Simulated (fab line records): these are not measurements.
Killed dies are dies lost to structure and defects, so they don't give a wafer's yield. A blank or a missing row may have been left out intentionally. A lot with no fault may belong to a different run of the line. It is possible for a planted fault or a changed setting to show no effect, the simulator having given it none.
Which of the tools did it?	flow gf180mcu	Sampling: 11 lots, 33 wafers, 8 of 602 route steps

## WHAT THE GAUGES SHOWED, per wafer
GF_V2_THK_MEAS_01. Usual: V2_CVD_00_THK typically reads 595 nm, with standard deviation 6.6.
lot	measured	on	V2_CVD_00_THK (nm)	flag
L339	day 19 10:59	filmMetro-01	601 598 592	
L341	day 20 05:25	filmMetro-04	585 598 597	
L342	day 20 10:02	filmMetro-01	601 598 588	
L347	day 22 05:13	filmMetro-02	590 596 597	
L349	day 23 11:18	filmMetro-01	595 588 591	
L350	day 23 16:20	filmMetro-04	598 598 594	
L351	day 24 09:23	filmMetro-01	587 585 596	
L352	day 25 03:17	filmMetro-01	598 587 598	
L356	day 25 17:23	filmMetro-04	596 593 585	
L361	day 26 23:25	filmMetro-01	599 603 594	
L362	day 27 11:39	filmMetro-01	587 586 585	

GF_M3_RS_MEAS_05: the measuring method here is four-point-probe. Usual: M3_ALCU_RS typically reads 0.0692 ohm/sq, with standard deviation 0.00069.
lot	measured	on	M3_ALCU_RS (ohm/sq)	flag
L339	day 20 14:00	filmMetro-01	0.0687 0.0697 0.0684	
L341	day 21 07:50	filmMetro-03	0.0693 0.0701 0.0687	
L342	day 21 12:21	filmMetro-01	0.0685 0.0683 0.0687	
L347	day 23 06:55	filmMetro-04	0.0675 0.0693 0.0691	
L349	day 24 13:13	filmMetro-04	0.2205 0.0683 0.0693	OFF
L350	day 24 16:14	filmMetro-03	0.0694 0.2247 0.0689	OFF
L351	day 25 09:38	filmMetro-04	0.0700 0.0698 0.0702	
L352	day 26 02:29	filmMetro-01	0.0689 0.0699 0.0703	
L356	day 26 17:08	filmMetro-03	0.0700 0.0693 0.0694	
L361	day 27 21:28	filmMetro-04	0.0692 0.0700 0.0702	
L362	day 28 10:32	filmMetro-01	0.0693 0.0689 0.0691	

GF_M3_THK_MEAS_06: measures by xrf. Usual: M3_ALCU_THK typically reads 453 nm, with standard deviation 4.4.
lot	measured	on	M3_ALCU_THK (nm)	flag
L339	day 20 14:07	filmMetro-01	453 447 453	
L341	day 21 07:57	filmMetro-03	453 447 455	
L342	day 21 12:28	filmMetro-01	456 458 455	
L347	day 23 07:02	filmMetro-04	465 455 455	
L349	day 24 13:19	filmMetro-04	147 461 456	OFF
L350	day 24 16:20	filmMetro-03	449 143 452	OFF
L351	day 25 09:46	filmMetro-04	452 453 451	
L352	day 26 02:37	filmMetro-01	453 449 445	
L356	day 26 17:16	filmMetro-03	446 453 452	
L361	day 27 21:35	filmMetro-04	459 450 448	
L362	day 28 10:40	filmMetro-01	449 451 451	

GF_V3_BOW_MEAS_05. Usual: V3_BOW typically reads 119 um, with standard deviation 8.1.
lot	measured	on	V3_BOW (um)	flag
L339	day 21 15:52	filmMetro-03	114 117 108	
L341	day 22 08:34	filmMetro-03	123 117 120	
L342	day 22 12:51	filmMetro-03	120 131 120	
L347	day 24 07:48	filmMetro-01	129 112 114	
L349	day 25 12:14	filmMetro-02	143 111 135	
L350	day 25 15:38	filmMetro-03	130 161 127	
L351	day 26 08:20	filmMetro-02	123 116 102	
L352	day 27 00:11	filmMetro-03	106 112 128	
L356	day 27 14:14	filmMetro-01	118 102 112	
L361	day 28 18:36	filmMetro-03	96 101 125	
L362	day 29 07:29	filmMetro-02	119 117 110	

GF_V4_BOW_MEAS_05. Usual: V4_BOW typically reads 136 um, with standard deviation 8.9.
lot	measured	on	V4_BOW (um)	flag
L339	day 23 17:44	filmMetro-02	130 131 124	
L341	day 24 10:08	filmMetro-04	147 140 145	
L342	day 24 14:02	filmMetro-01	140 154 141	
L347	day 26 05:50	filmMetro-04	147 132 133	
L349	day 27 10:07	filmMetro-04	158 126 149	
L350	day 27 12:30	filmMetro-02	152 182 147	
L351	day 28 04:01	filmMetro-04	141 132 121	
L352	day 28 20:34	filmMetro-01	127 134 149	
L356	day 29 10:18	filmMetro-01	137 122 132	
L361	day 30 16:27	filmMetro-04	112 118 140	
L362	day 30 23:11	filmMetro-02	138 138 128	

## TOOL THAT RAN EACH LOT (tool first, then ch and the chambers of the sampled wafers, then the start)
lot	GF_M2_SPUTTER_01	GF_V2_ETCH_17	GF_M3_SPUTTER_02
L339	pvdSputter-01, day 18 09:31	rieDiel-02 ch 0,1,3, day 20 13:55 or earlier	pvdSputter-03, day 20 13:55
L341	pvdSputter-02, day 19 03:29	rieDiel-01 ch 0,1, day 21 07:44 or earlier	pvdSputter-04, day 21 07:44
L342	pvdSputter-04, day 19 08:40	rieDiel-01 ch 1,3, day 21 12:16 or earlier	pvdSputter-03, day 21 12:16
L347	pvdSputter-01, day 21 04:15	rieDiel-03 ch 2,3, day 23 06:49 or earlier	pvdSputter-04, day 23 06:49
L349	pvdSputter-02, day 22 11:02	rieDiel-03 ch 1,2,3, day 24 13:06 or earlier	pvdSputter-03, day 24 13:06
L350	pvdSputter-04, day 22 16:17	rieDiel-01 ch 0,3, day 24 16:06 or earlier	pvdSputter-03, day 24 16:06
L351	pvdSputter-01, day 23 08:35	rieDiel-03 ch 1,2, day 25 09:33 or earlier	pvdSputter-02, day 25 09:33
L352	pvdSputter-01, day 24 04:26	rieDiel-01 ch 0,3, day 26 02:24 or earlier	pvdSputter-04, day 26 02:24
L356	pvdSputter-01, day 24 18:43	rieDiel-02 ch 1,2,3, day 26 17:03 or earlier	pvdSputter-02, day 26 17:03
L361	pvdSputter-02, day 26 01:55	rieDiel-02 ch 0,1,3, day 27 21:22 or earlier	pvdSputter-03, day 27 21:22
L362	pvdSputter-01, day 26 14:07	rieDiel-02 ch 0,2,3, day 28 10:27 or earlier	pvdSputter-02, day 28 10:27
- GF_M2_SPUTTER_01: material TiN, target thk 30 nm, time 25 s.
- GF_V2_ETCH_17: etches SiO2 in C4F8/O2/Ar, stops on TiN, target depth 630 nm.
- GF_M3_SPUTTER_02: material AlCu, target thk 450 nm, time 23.9 s.

## WHAT THE TOOLS THEMSELVES READ (means of the sampled wafers that have a number; where no wafer has one, the mark that the record gives instead)
GF_M2_SPUTTER_01. Usual: throttleValvePct at 30.0 %, with a standard deviation of 0.95.
lot	tool	throttleValvePct (%)	flag
L339	pvdSputter-01	30.5	
L341	pvdSputter-02	30.0	
L342	pvdSputter-04	30.0	
L347	pvdSputter-01	30.7	
L349	pvdSputter-02	29.2	
L350	pvdSputter-04	29.3	
L351	pvdSputter-01	30.8	
L352	pvdSputter-01	30.8	
L356	pvdSputter-01	30.4	
L361	pvdSputter-02	29.2	
L362	pvdSputter-01	30.4	

GF_V2_ETCH_17. Usual: oesProductAu at 0.855 a.u., with a standard deviation of 0.0047.
lot	tool	oesProductAu (a.u.)	flag
L339	rieDiel-02	0.857	
L341	rieDiel-01	0.858	
L342	rieDiel-01	0.856	
L347	rieDiel-03	0.852	
L349	rieDiel-03	0.857	
L350	rieDiel-01	0.853	
L351	rieDiel-03	0.854	
L352	rieDiel-01	0.853	
L356	rieDiel-02	0.857	
L361	rieDiel-02	0.862	
L362	rieDiel-02	0.858	

GF_M3_SPUTTER_02. Usual: throttleValvePct at 30.3 %, with a standard deviation of 1.3.
lot	tool	throttleValvePct (%)	flag
L339	pvdSputter-03	31.7	
L341	pvdSputter-04	29.9	
L342	pvdSputter-03	31.8	
L347	pvdSputter-04	29.0	
L349	pvdSputter-03	31.2	
L350	pvdSputter-03	31.1	
L351	pvdSputter-02	28.9	
L352	pvdSputter-04	28.8	
L356	pvdSputter-02	29.5	
L361	pvdSputter-03	30.4	
L362	pvdSputter-02	29.4	

## THE ANSWER, worked out from the rows above alone
Rule: lot off if the mean of its wafers having a number is beyond 3 standard deviations from the usual mean. Also off: a lot with no number at a reading for which 4 or more lots have one. Where the step has rows for the other lots, those lots are counted as sound. Order of review: gauges by route order, followed by the tools' own readings, for which a lot's mean as printed above is used. The first step at which some lot is off is used, and at that step the reading that is off furthest; a lot without a number counts as furthest.
Off: L349, L350, seen at GF_M3_RS_MEAS_05 (M3_ALCU_RS).
A tool fits if, at a process step before that reading, it ran every lot that is off, and no sound lot after the first of them. The gauges at GF_M3_RS_MEAS_05 are tried like those tools. GF_V2_ETCH_17: start missing for some lots; hours and lot order therefore follow GF_M3_SPUTTER_02. Of those tried, none fits.

## WHAT THE SIMULATOR HAD INSERTED
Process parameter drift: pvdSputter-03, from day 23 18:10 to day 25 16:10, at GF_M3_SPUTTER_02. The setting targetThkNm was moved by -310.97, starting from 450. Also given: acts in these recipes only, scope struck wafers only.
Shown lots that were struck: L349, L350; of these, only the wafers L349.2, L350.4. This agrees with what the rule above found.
